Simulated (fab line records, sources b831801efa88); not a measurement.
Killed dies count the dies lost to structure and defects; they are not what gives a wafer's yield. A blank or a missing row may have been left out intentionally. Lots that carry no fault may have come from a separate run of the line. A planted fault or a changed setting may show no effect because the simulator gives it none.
A lot that was struck, set against a sound lot -- flow sky130 -- 16 out of 708 route steps
Sound: the wafers L948.1, L948.5, L948.6. The struck wafers were L953.1, L953.3, L953.4. The cause comes at the end.
Per side, at each step with rows, come the tool, then ch with its chambers, and then its first start. Under that, the readings that differ: sound wafers -- struck wafers -- difference of the means -- sigmas: that difference in standard deviations of wafers without a fault.
alike: a reading whose means differ by less than 2 such deviations, as well as words and numbers matching on both sides. not compared: withheld readings; readings where some wafer has no value; bounds like >300 that might hide an equal value; numbers whose values overlap and for which the record gives no deviation.
A row with sigmas, a row that says differs or no value, or rows on one side alone: a step with any of these is where the two part. When numbers do not overlap yet have no deviation, they are printed without sigmas and do not part them. A reading that every wafer of one side lacks parts them only if that side has two wafers or more.

first, 1 step without rows for these wafers: SKY_VT_ADJUST_NCORE_IMPLANT_09.
SKY_VT_ADJUST_NCORE_STRIP_10: strips in O2/N2.
  sound on plasmaAsher-03 ch 0,1, day 11 19:31; struck on plasmaAsher-02 ch 0,1, day 12 21:34
  alike: drypumpMotorCurrentA, oesProductAu, stripTimeToEndpointS
  not compared: rfHoursCounterH
SKY_VT_ADJUST_NCORE_TW_MEAS_11:
  sound on filmMetro-02 at day 11 19:37; struck on filmMetro-01 at day 12 21:40
  alike: VT_ADJUST_NCORE_TW
then, 7 steps without rows for these wafers: SKY_VT_ADJUST_HVTR_DEHYDRATE_00 (time 60 s); SKY_VT_ADJUST_HVTR_HMDS_01 (prime time 60 s); SKY_VT_ADJUST_HVTR_COAT_02 (resist thk 1140 nm); SKY_VT_ADJUST_HVTR_SOFTBAKE_03 (time 60 s); SKY_VT_ADJUST_HVTR_EXPOSE_04 (exposes mask HVTRM, target cd 380 nm); SKY_VT_ADJUST_HVTR_PEB_05; SKY_VT_ADJUST_HVTR_DEVELOP_06 (develop time 60 s).
SKY_VT_ADJUST_HVTR_CD_MEAS_07: the cd target is 380 nm.
  sound on cdSem-01 at day 12 19:24; struck on cdSem-02 at day 13 23:06
  alike: cdNm
SKY_VT_ADJUST_HVTR_OVL_MEAS_08:
  sound on overlay-01 at day 12 19:31; struck on overlay-01 at day 13 23:13
  alike: VT_ADJUST_HVTR_OVL
SKY_VT_ADJUST_HVTR_IMPLANT_09:
  sound on implanter-02 ch 0, day 12 19:33; struck on implanter-02 ch 0, day 13 23:16
reading,sound,struck,difference,sigmas
beamOnS (s),9.91 10.32 9.98,12.92 12.77 12.79,+2.76,+15
endStationPressureTorr (Torr),4.83e-06 4.96e-06 5.1e-06,0.00011724 0.00011226 0.00011746,+0.00011069,+99 or more
faradayCurrentUA,11.99 11.48 11.83,9.31 9.39 9.35,-2.42,-11
SKY_VT_ADJUST_HVTR_STRIP_10: strips in O2/N2.
  sound on plasmaAsher-02 ch 0,1, day 12 19:42; struck on plasmaAsher-02 ch 0,1, day 13 23:25
  alike: drypumpMotorCurrentA, oesProductAu, stripTimeToEndpointS
  not compared: rfHoursCounterH
SKY_VT_ADJUST_HVTR_TW_MEAS_11:
  sound on filmMetro-01 at day 12 19:48; struck on filmMetro-04 at day 13 23:44
reading,sound,struck,difference,sigmas
VT_ADJUST_HVTR_TW,213.3 213.9 214.2,222.6 221.3 221.0,+7.8,+3
  not compared: hold
-- the record jumps here: 35 days lie between the struck wafers' starts before and after (it left off in module VT_ADJUST_HVTR and takes up again in module PAD_OPEN, whose first step shown is number 708 of the route) --
SKY_PAD_OPEN_PROBE_99:
  sound on prober-01 at day 48 12:29; struck on prober-01 at day 49 07:38
reading,sound,struck,difference,sigmas
model.etest.pfet_01v8_mvt.driveUaUm,147.8 150.7 148.6,161 162.4 158.9,+12,
model.etest.pfet_01v8_mvt.offLog10AUm,-11.08 -10.91 -10.95,-9.243 -9.493 -9.504,+1.567,
model.etest.pfet_01v8_mvt.vtSatV (V),-0.5933 -0.5873 -0.5893,-0.4721 -0.4641 -0.4744,+0.1198,
model.etest.pfet_01v8_mvt.vtV (V),-0.6742 -0.6741 -0.673,-0.569 -0.5642 -0.5701,+0.106,
model.etest.pfet_01v8_mvt.vtLongV (V),-0.8805 -0.8816 -0.8789,-0.7938 -0.7884 -0.7853,+0.0912,
  alike: killed_at_M0_to_M3, killed_at_M4_up, killedAtContacts, killedAtFrontEnd, killedAtOther, killedDies, killedOnRim, killedOpen, killedShort

## WHERE THEY PART
Earliest at SKY_VT_ADJUST_HVTR_IMPLANT_09; latest, in this record, at SKY_VT_ADJUST_HVTR_TW_MEAS_11. Later steps at which nothing parts them and some readings are alike: SKY_PAD_OPEN_PROBE_99.

WHY: the cause the simulator had injected
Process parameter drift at SKY_VT_ADJUST_HVTR_IMPLANT_09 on implanter-02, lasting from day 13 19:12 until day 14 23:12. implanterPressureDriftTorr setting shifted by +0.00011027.
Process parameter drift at SKY_VT_ADJUST_HVTR_IMPLANT_09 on implanter-02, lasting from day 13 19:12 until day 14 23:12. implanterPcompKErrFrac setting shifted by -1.
